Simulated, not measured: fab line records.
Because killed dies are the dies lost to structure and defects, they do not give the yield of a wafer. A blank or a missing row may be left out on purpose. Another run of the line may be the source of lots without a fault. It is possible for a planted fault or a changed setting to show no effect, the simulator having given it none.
Which tool did it? ; flow sky130 ; Sampling: 11 lots, 33 wafers, 3 of 708 route steps

== WHAT THE GAUGES SHOWED, per wafer ==
SKY_PASSIVATION_THK_MEAS_01.
lot;measured;on;PASSIVATION_CVD_00_THK (nm)
L368;day 43 16:31;filmMetro-01;90.2 90.7 91.8
L370;day 44 18:13;filmMetro-03;91.5 91.3 91.0
L371;day 44 21:54;filmMetro-01;90.5 91.2 92.1
L376;day 46 08:43;filmMetro-04;88.2 88.8 90.7
L377;day 46 13:30;filmMetro-03;91.3 91.4 91.8
L379;day 46 18:58;filmMetro-04;89.3 91.0 90.9
L378;day 46 21:05;filmMetro-03;88.9 88.6 89.8
L382;day 47 17:31;filmMetro-03;90.0 90.3 91.5
L384;day 48 10:34;filmMetro-01;76.3 75.2 77.5
L386;day 48 10:53;filmMetro-04;76.6 78.8 77.5
L388;day 48 22:43;filmMetro-04;90.2 91.5 91.5

== WHAT TOOL EACH LOT RAN ON (gives the tool, then ch and the chambers of the sampled wafers, and finally the start) ==
lot;SKY_METAL4_ETCH_16;SKY_PASSIVATION_CVD_00
L368;rieMetal-01 ch 0,1, day 41 14:22;pecvd-03 ch 0,1, day 43 16:29
L370;rieMetal-01 ch 0,1, day 42 17:25;pecvd-03 ch 0,1,2, day 44 18:11
L371;rieMetal-01 ch 0,1, day 42 21:49;pecvd-03 ch 0,1,2, day 44 21:53
L376;rieMetal-01 ch 0,1, day 44 10:34;pecvd-01 ch 1,2, day 46 08:40
L377;rieMetal-03 ch 0,1, day 44 15:44;pecvd-03 ch 0,1, day 46 13:27
L379;rieMetal-04 ch 0,1, day 44 22:02;pecvd-03 ch 0,2, day 46 18:56
L378;rieMetal-04 ch 0,1, day 44 23:18;pecvd-02 ch 0,2, day 46 21:03
L382;rieMetal-03 ch 0,1, day 45 21:28;pecvd-01 ch 1,2, day 47 17:29
L384;rieMetal-04 ch 0,1, day 46 15:52;pecvd-03 ch 1,2, day 48 10:33
L386;rieMetal-03 ch 0,1, day 46 16:31;pecvd-03 ch 1,2, day 48 10:51
L388;rieMetal-03 ch 0,1, day 47 04:34;pecvd-01 ch 1,2, day 48 22:41
- SKY_METAL4_ETCH_16: etches BARC in N2/H2, stops on SiO2, time 88.2 s, target depth 60 nm.
- SKY_PASSIVATION_CVD_00: deposits SiO2, target thk 90 nm.

== THE ANSWER, worked out from the rows above alone ==
Rule: what is usual is taken from the lots themselves. Put in order of their means at a reading, lots are off if they are a third of the lots or fewer, leave a main group of 4 or more, and stand apart from it by a gap of 3 or more times the standard deviation of the main group's means; of several such gaps the widest counts. The tables above print the reading to a certain number of digits; a main group whose means all agree to those digits is not used. Also off: a lot with no number at a reading for which 4 or more lots have one. The other lots that the step has rows for count as sound.
Off: at SKY_PASSIVATION_THK_MEAS_01 (PASSIVATION_CVD_00_THK), L384, L386. Mean 90.6 nm and standard deviation 0.83 in the main group.
If a tool, at a process step before that reading, ran all the lots that are off and no sound lot after the first of them, it fits. Gauges at SKY_PASSIVATION_THK_MEAS_01: tried the same way as those tools. One candidate fits, namely pecvd-03 at SKY_PASSIVATION_CVD_00. Its last sound lot is L379 (day 46 18:56), its first lot that is off L384 (day 48 10:33): a fault that began between those two fits.

== WHAT HAD BEEN PUT IN BY THE SIMULATOR ==
Site profile drift: pecvd-03, from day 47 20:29 on, at SKY_PASSIVATION_CVD_00. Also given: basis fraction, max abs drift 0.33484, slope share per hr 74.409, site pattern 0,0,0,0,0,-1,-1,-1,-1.
Struck lots among those shown: L384, L386. The rule above reached the same finding.
